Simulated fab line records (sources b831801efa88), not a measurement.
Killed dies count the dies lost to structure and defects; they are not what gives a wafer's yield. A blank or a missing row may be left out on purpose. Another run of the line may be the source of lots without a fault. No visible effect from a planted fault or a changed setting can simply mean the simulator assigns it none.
A struck lot beside a sound one + flow sky130 + 20 out of 708 route steps
Sound: these wafers, L790.4, L790.5, L790.6. Wafers struck: L784.2, L784.4, L784.5. The cause is named last.
Order at every step that has rows: each side's tool, ch and its chambers, its first start. Under that, the readings that differ: sound wafers + struck wafers + difference of the means + sigmas: that difference in standard deviations of wafers without a fault.
alike: words and numbers the same on both sides, and readings whose means are apart by under 2 such deviations; not compared: readings that were withheld, readings missing a value for some wafer, numbers with overlapping values and no deviation given by the record, and bounds like >300 which may hide the same value.
A row with sigmas, a row that says differs or no value, or rows on one side alone: a step with any of these is where the two part. Numbers that have no deviation but don't overlap get no sigmas and don't part them. A reading that every wafer of one side lacks parts them only if that side has two wafers or more.

SKY_FIELD_ISO_BOW_MEAS_00:
  sound: film-metro-04 at day 3 17:04; struck: film-metro-02 at day 2 11:01
  alike: INCOMING_BOW
then, 1 step without rows for these wafers: SKY_FIELD_ISO_OXIDATION_01 (stabilise 600 s, purge 300 s, target thk 12 nm).
SKY_FIELD_ISO_THK_MEAS_02:
  sound: film-metro-01 at day 3 18:40; struck: film-metro-04 at day 2 12:38
  alike: FIELD_ISO_OXIDATION_00_THK
then, 1 step without rows for these wafers: SKY_FIELD_ISO_CVD_03 (deposits Si3N4 from DCS/NH3, target thk 165 nm, time 2830 s).
SKY_FIELD_ISO_THK_MEAS_04:
  sound: film-metro-04 at day 3 21:07; struck: film-metro-02 at day 2 14:29
  alike: FIELD_ISO_CVD_03_THK
then, 5 steps without rows for these wafers: SKY_FIELD_ISO_DEHYDRATE_05 (time 60 s); SKY_FIELD_ISO_HMDS_06 (prime time 60 s); SKY_FIELD_ISO_COAT_07 (resist thk 60 nm); SKY_FIELD_ISO_COAT_08 (resist thk 450 nm); SKY_FIELD_ISO_SOFTBAKE_09 (time 90 s).
SKY_FIELD_ISO_EXPOSE_10: exposes mask FOM, target cd 150 nm.
  sound on krf-scanner-01 ch 0, day 4 05:36; struck on krf-scanner-01 ch 0, day 2 22:20
| reading | sound             | struck                     | difference | sigmas |
|---------|-------------------|----------------------------|------------|--------|
| mask    | FOM#0 FOM#0 FOM#0 | FOM_R1#0 FOM_R1#0 FOM_R1#0 | differs    |        |
then, 2 steps without rows for these wafers: SKY_FIELD_ISO_PEB_11; SKY_FIELD_ISO_DEVELOP_12 (develop time 60 s).
SKY_FIELD_ISO_CD_MEAS_13: the cd target is 150 nm.
  sound: cd-sem-01 at day 4 14:24; struck: cd-sem-01 at day 3 06:22
| reading    | sound             | struck            | difference | sigmas |
|------------|-------------------|-------------------|------------|--------|
| cd-nm (nm) | 150.6 149.6 150.0 | 135.1 135.5 134.9 | -14.9      | -9     |
SKY_FIELD_ISO_ETCH_14: etches BARC in N2/H2, stops on SiO2, time 45.9 s, target depth 60 nm.
  sound on rie-diel-01 ch 0,1,2, day 4 14:29; struck on rie-diel-01 ch 2,3, day 3 06:28
| reading                    | sound             | struck          | difference | sigmas |
|----------------------------|-------------------|-----------------|------------|--------|
| model.FIELD_ISO.cd-nm (nm) | 149.7 149.3 149.3 | 134 135.7 135.3 | -14        |        |
  alike: bias-w, drypump-motor-current-A, h2-flow-sccm, oes-product-au, throttle-valve-pct
  not compared: rf-hours-counter-h
SKY_FIELD_ISO_ETCH_15: etches the open film in CHF3/O2, stops on Si, target depth 180 nm, time 72 s.
  sound on rie-diel-01 ch 0,1,2, day 4 14:32; struck on rie-diel-01 ch 2,3, day 3 06:30
  alike: bias-w, drypump-motor-current-A, oes-product-au, throttle-valve-pct
  not compared: rf-hours-counter-h
SKY_FIELD_ISO_STRIP_16: strips in O2/N2.
  sound on plasma-asher-03 ch 0,1, day 4 14:35; struck on plasma-asher-02 ch 0, day 3 06:34
  alike: drypump-motor-current-A, oes-product-au, strip-time-to-endpoint-s
  not compared: rf-hours-counter-h
SKY_FIELD_ISO_ETCH_17: etches Si in HBr/Cl2/O2, target depth 342 nm, time 97.7 s.
  sound on rie-si-01 ch 1,2, day 4 14:40; struck on rie-si-02 ch 0,2, day 3 06:40
| reading                    | sound           | struck            | difference | sigmas |
|----------------------------|-----------------|-------------------|------------|--------|
| model.FIELD_ISO.cd-nm (nm) | 146.7 147.8 148 | 133.5 134.5 134.3 | -13.4      |        |
  alike: bias-w, drypump-motor-current-A, oes-product-au, throttle-valve-pct
  not compared: rf-hours-counter-h
then, 1 step without rows for these wafers: SKY_FIELD_ISO_WET_ETCH_18 (etches Si3N4 in H3PO4, target depth 25 nm, time 286 s).
-- a jump in the record: the struck wafers' starts before and after are 44 days apart (it breaks off in module FIELD_ISO and resumes in module PAD_OPEN, where the first step shown is number 708 of the route) --
SKY_PAD_OPEN_PROBE_99:
  sound: prober-01 at day 49 01:25; struck: prober-01 at day 47 02:50
| reading                                 | sound             | struck            | difference | sigmas |
|-----------------------------------------|-------------------|-------------------|------------|--------|
| killed-at-front-end                     | 10 13 12          | 33 23 17          | +13        | +3     |
| model.etest.pfet-g5v0d10v5.r-on-ohm-um  | 4740 4749 4700    | 4892 4943 4999    | +215       |        |
| model.etest.res-pdiff.line-ohm-um       | 1375 1385 1342    | 1541 1518 1529    | +162       |        |
| model.etest.res-ndiff.line-ohm-um       | 759 764.1 767.3   | 844.5 846.1 854   | +84.7      |        |
| model.etest.sram-nfet-pass.drive-ua-um  | 499.1 495.6 511.9 | 446.4 432.4 431.2 | -65.5      |        |
| model.etest.sonos-uncharged.r-on-ohm-um | 802.2 811.9 802   | 826.2 853 837.2   | +33.4      |        |
| model.etest.res-ndiff.width-nm (nm)     | 154.4 155.6 156.2 | 141.2 142.4 142.1 | -13.5      |        |
| model.etest.res-pdiff.width-nm (nm)     | 142.3 142.1 143.2 | 128.3 129.2 128.8 | -13.8      |        |
| model.etest.sram-pfet-latch.drive-ua-um | 145.3 143.8 154.4 | 131.8 125.6 130.7 | -18.5      |        |
  alike: killed_at_M0_to_M3, killed_at_M4_up, killed-at-contacts, killed-dies, killed-open, killed-short

## WHERE THEY PART
Last at SKY_PAD_OPEN_PROBE_99 as far as this record goes, first at SKY_FIELD_ISO_EXPOSE_10.

WHY: what the simulator had put in
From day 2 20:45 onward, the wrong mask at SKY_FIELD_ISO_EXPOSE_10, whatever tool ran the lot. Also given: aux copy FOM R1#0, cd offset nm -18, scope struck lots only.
